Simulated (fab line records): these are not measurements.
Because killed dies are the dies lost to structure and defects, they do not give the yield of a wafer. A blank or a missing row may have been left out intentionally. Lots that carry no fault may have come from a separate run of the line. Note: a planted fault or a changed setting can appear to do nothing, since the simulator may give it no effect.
Which of the tools did it? ; flow gf180mcu ; 72 wafers from 24 lots sampled at 3 of the route's 602 steps

## WHAT EACH GAUGE READ, for each wafer
GF_V3_THK_MEAS_01.
lot;measured;on;V3_CVD_00_THK (nm)
L074;day 20 23:32;filmMetro-01;591 598 596
L075;day 21 11:47;filmMetro-02;593 596 609
L076;day 21 23:22;filmMetro-02;592 598 597
L077;day 22 07:38;filmMetro-03;604 606 598
L078;day 22 16:47;filmMetro-01;598 608 597
L079;day 23 11:22;filmMetro-01;598 600 598
L080;day 23 19:46;filmMetro-03;589 596 606
L081;day 24 03:15;filmMetro-02;599 602 601
L082;day 24 09:10;filmMetro-02;598 595 600
L083;day 24 15:24;filmMetro-02;598 596 588
L084;day 24 21:35;filmMetro-01;612 604 615
L085;day 25 11:32;filmMetro-03;606 604 603
L086;day 25 14:33;filmMetro-03;589 590 590
L087;day 26 03:14;filmMetro-01;600 599 590
L088;day 26 07:37;filmMetro-01;599 594 597
L089;day 26 16:43;filmMetro-03;603 605 601
L090;day 26 23:23;filmMetro-03;597 584 591
L091;day 27 06:04;filmMetro-03;597 594 606
L092;day 27 22:01;filmMetro-03;592 599 597
L093;day 27 23:44;filmMetro-02;596 596 595
L094;day 28 01:22;filmMetro-03;594 596 594
L095;day 28 09:45;filmMetro-02;591 605 598
L096;day 28 18:54;filmMetro-03;606 609 610
L097;day 29 00:25;filmMetro-02;592 601 600

## TOOL THAT RAN EACH LOT (tool first, then ch and the chambers of the sampled wafers, then the start)
lot;GF_M1_SPUTTER_04;GF_M2_SPUTTER_04
L074;pvdSputter-01, day 15 20:27;pvdSputter-03, day 17 20:28
L075;pvdSputter-01, day 16 07:10;pvdSputter-04, day 18 06:49
L076;pvdSputter-04, day 16 18:58;pvdSputter-04, day 18 19:21
L077;pvdSputter-01, day 17 02:18;pvdSputter-01, day 19 03:12
L078;pvdSputter-04, day 17 12:03;pvdSputter-01, day 19 13:30
L079;pvdSputter-01, day 18 03:17;pvdSputter-04, day 20 06:45
L080;pvdSputter-04, day 18 14:00;pvdSputter-01, day 20 16:30
L081;pvdSputter-01, day 18 21:14;pvdSputter-04, day 21 00:11
L082;pvdSputter-04, day 19 03:37;pvdSputter-03, day 21 06:56
L083;pvdSputter-04, day 19 11:09;pvdSputter-01, day 21 13:55
L084;pvdSputter-01, day 19 16:17;pvdSputter-01, day 21 19:29
L085;pvdSputter-01, day 20 08:54;pvdSputter-01, day 22 12:35
L086;pvdSputter-04, day 20 12:47;pvdSputter-01, day 22 15:27
L087;pvdSputter-01, day 20 23:41;pvdSputter-01, day 23 02:19
L088;pvdSputter-02, day 21 07:14;pvdSputter-04, day 23 10:55
L089;pvdSputter-04, day 21 17:20;pvdSputter-01, day 23 19:25
L090;pvdSputter-02, day 21 21:06;pvdSputter-04, day 23 22:59
L091;pvdSputter-01, day 22 09:08;pvdSputter-01, day 24 10:51
L092;pvdSputter-02, day 22 23:53;pvdSputter-01, day 25 04:28
L093;pvdSputter-01, day 23 05:01;pvdSputter-01, day 25 06:34
L094;pvdSputter-02, day 23 05:16;pvdSputter-04, day 25 07:28
L095;pvdSputter-04, day 23 19:01;pvdSputter-04, day 25 17:31
L096;pvdSputter-01, day 24 02:16;pvdSputter-01, day 26 03:07
L097;pvdSputter-02, day 24 11:23;pvdSputter-01, day 26 07:45
- GF_M1_SPUTTER_04: material TiN, target thk 50 nm, time 41.7 s.
- GF_M2_SPUTTER_04: material TiN, target thk 50 nm, time 41.7 s.

## WHAT THE TOOLS THEMSELVES READ (means of the sampled wafers that have a number; where no wafer has one, the mark that the record gives instead)
GF_M1_SPUTTER_04.
lot;tool;throttleValvePct (%)
L074;pvdSputter-01;29.8
L075;pvdSputter-01;30.0
L076;pvdSputter-04;30.4
L077;pvdSputter-01;29.7
L078;pvdSputter-04;30.6
L079;pvdSputter-01;30.0
L080;pvdSputter-04;31.1
L081;pvdSputter-01;30.0
L082;pvdSputter-04;31.5
L083;pvdSputter-04;31.4
L084;pvdSputter-01;29.5
L085;pvdSputter-01;30.0
L086;pvdSputter-04;30.4
L087;pvdSputter-01;29.9
L088;pvdSputter-02;29.8
L089;pvdSputter-04;31.2
L090;pvdSputter-02;29.9
L091;pvdSputter-01;30.0
L092;pvdSputter-02;29.6
L093;pvdSputter-01;29.9
L094;pvdSputter-02;29.8
L095;pvdSputter-04;31.1
L096;pvdSputter-01;29.8
L097;pvdSputter-02;29.1

GF_M2_SPUTTER_04.
lot;tool;throttleValvePct (%)
L074;pvdSputter-03;30.0
L075;pvdSputter-04;29.8
L076;pvdSputter-04;31.2
L077;pvdSputter-01;29.8
L078;pvdSputter-01;29.5
L079;pvdSputter-04;31.1
L080;pvdSputter-01;29.8
L081;pvdSputter-04;30.8
L082;pvdSputter-03;29.3
L083;pvdSputter-01;30.1
L084;pvdSputter-01;29.9
L085;pvdSputter-01;29.7
L086;pvdSputter-01;30.3
L087;pvdSputter-01;30.2
L088;pvdSputter-04;30.7
L089;pvdSputter-01;29.9
L090;pvdSputter-04;30.5
L091;pvdSputter-01;30.0
L092;pvdSputter-01;30.1
L093;pvdSputter-01;30.0
L094;pvdSputter-04;30.9
L095;pvdSputter-04;30.8
L096;pvdSputter-01;30.3
L097;pvdSputter-01;29.7

## THE ANSWER, worked out from the rows above alone
Rule: usual is defined by the lots themselves. The widest of any qualifying gaps counts: lots, ordered by their means at a reading, are off when they make up no more than a third of the lots, leave a main group of 4 or more, and stand apart from it by 3 or more times the standard deviation of that group's means. A main group whose means are all the same, to the digits that the tables above print for the reading, isn't used. A lot without any number at a reading at which 4 lots or more have one is off too. All remaining lots with rows at the step are treated as sound. The gauges are gone through in route order, then the tools' own readings, and for those a lot's mean is taken as printed above. The first step at which some lot is off is used, and at that step the reading that is off furthest; a lot without a number counts as furthest.
None of the lots is off at any reading shown; this tells nothing.

## WHAT HAD BEEN PUT IN BY THE SIMULATOR
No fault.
